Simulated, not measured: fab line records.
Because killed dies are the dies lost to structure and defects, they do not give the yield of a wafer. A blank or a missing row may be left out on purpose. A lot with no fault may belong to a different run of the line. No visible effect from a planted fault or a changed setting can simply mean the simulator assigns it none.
Comparing a struck lot with a sound one    flow gf180mcu    20 steps out of a route of 602
Sound: these wafers, L980.1, L980.2, L980.5. Struck: wafer L985.2 (left out: L985.3, L985.5 of the same lot, which were not struck); the cause appears at the end.
Each step with rows lists, per side, the tool, then ch with its chambers, then its first start. Under that, the readings that differ: sound wafers    struck wafers    difference of the means    sigmas: that difference in standard deviations of wafers without a fault.
alike: readings whose means differ by less than 2 such deviations, and words and numbers that are the same on both sides. not compared: withheld readings, readings that some wafer has no value for, bounds like >300 that may hide the same value, and numbers for which the record gives no deviation and whose values overlap.
A row with sigmas, a row that says differs or no value, or rows on one side alone: a step with any of these is where the two part. Non-overlapping numbers with no deviation appear without sigmas and do not part them. A reading missing from all wafers of one side parts the sides only when that side holds two or more wafers.

first, 1 step without rows for these wafers: GF_V2_CVD_00 (deposits SiO2, target thk 600 nm, time 100 s).
GF_V2_THK_MEAS_01:
  sound on film_metro-02 at day 20 19:31; struck on film_metro-01 at day 22 09:29
  alike: V2_CVD_00_THK
GF_V2_CVD_02: deposits SiO2 from TEOS, target thk 850 nm, time 94.851 s.
  sound on pecvd-03 ch 0,2, day 20 19:35; struck on pecvd-01 ch 2, day 22 09:32
  alike: heater_power_w
GF_V2_THK_MEAS_03:
  sound on film_metro-03 at day 20 19:39; struck on film_metro-02 at day 22 09:37
  alike: V2_CVD_02_THK
GF_V2_CMP_04: polishes SiO2.
  sound on cmp-01 ch 1,2,3, day 20 19:49; struck on cmp-02 ch 0, day 22 09:43
  alike: motor_current_A, slurry_filter_dp_kPa, time_to_endpoint_s
GF_V2_BOW_MEAS_05:
  sound on film_metro-02 at day 20 20:01; struck on film_metro-03 at day 22 09:59
  alike: V2_BOW
then, 6 steps without rows for these wafers: GF_V2_DEHYDRATE_06 (time 60 s); GF_V2_HMDS_07 (prime time 60 s); GF_V2_COAT_08; GF_V2_COAT_09 (resist thk 1000 nm); GF_V2_SOFTBAKE_10 (time 60 s); GF_V2_EXPOSE_11 (exposes mask Via2, target cd 260 nm).
GF_V2_PEB_12: peb time 90 s.
  sound on litho_track-02 ch 0, day 21 17:44; struck on litho_track-03 ch 0, day 23 08:25
  alike: chill_plate_temp_C
then, 1 step without rows for these wafers: GF_V2_DEVELOP_13 (develop time 60 s).
GF_V2_CD_MEAS_14: the cd target is 260 nm.
  sound on cd_sem-01 at day 21 18:05; struck on cd_sem-02 at day 23 08:45
reading     sound              struck  difference  sigmas
cd_nm (nm)  257.7 258.2 259.1  267.2   +8.9        +8
GF_V2_OVL_MEAS_15:
  sound on overlay-01 at day 21 18:12; struck on overlay-01 at day 23 08:52
reading      sound    struck  difference  sigmas
V2_OVL (nm)  -3 6 -1  -10     -11         -2
GF_V2_ETCH_16: etches BARC in N2/H2.
  sound on rie_diel-04 ch 0,3, day 21 18:14; struck on rie_diel-01 ch 1, day 23 08:53
reading              sound              struck  difference  sigmas
model.V2.cd_nm (nm)  259.8 259.7 261.1  268.5   +8.3        
  alike: drypump_motor_current_A, oes_product_au, throttle_valve_pct
GF_V2_ETCH_17: etches SiO2 in C4F8/O2/Ar, stops on TiN, target depth 630 nm.
  sound: rie_diel-04 ch 0,3; struck: rie_diel-01 ch 1
reading              sound              struck  difference  sigmas
model.V2.cd_nm (nm)  260.2 259.9 261.7  268.3   +7.7        
  alike: oes_product_au
GF_V2_STRIP_18: strips in O2/N2.
  sound on plasma_asher-02 ch 0,1, day 21 18:22; struck on plasma_asher-02 ch 0, day 23 09:01
  alike: drypump_motor_current_A, heater_power_w, oes_product_au
  not compared: rf_hours_counter_h
GF_PASSIVATION_PROBE_99:
  the record has rows for the sound wafers here (prober-02, day 30 10:16) and none for the struck ones

## WHERE THEY PART
First at GF_V2_CD_MEAS_14; last, within this record, at GF_PASSIVATION_PROBE_99.

WHY: what the simulator had put in
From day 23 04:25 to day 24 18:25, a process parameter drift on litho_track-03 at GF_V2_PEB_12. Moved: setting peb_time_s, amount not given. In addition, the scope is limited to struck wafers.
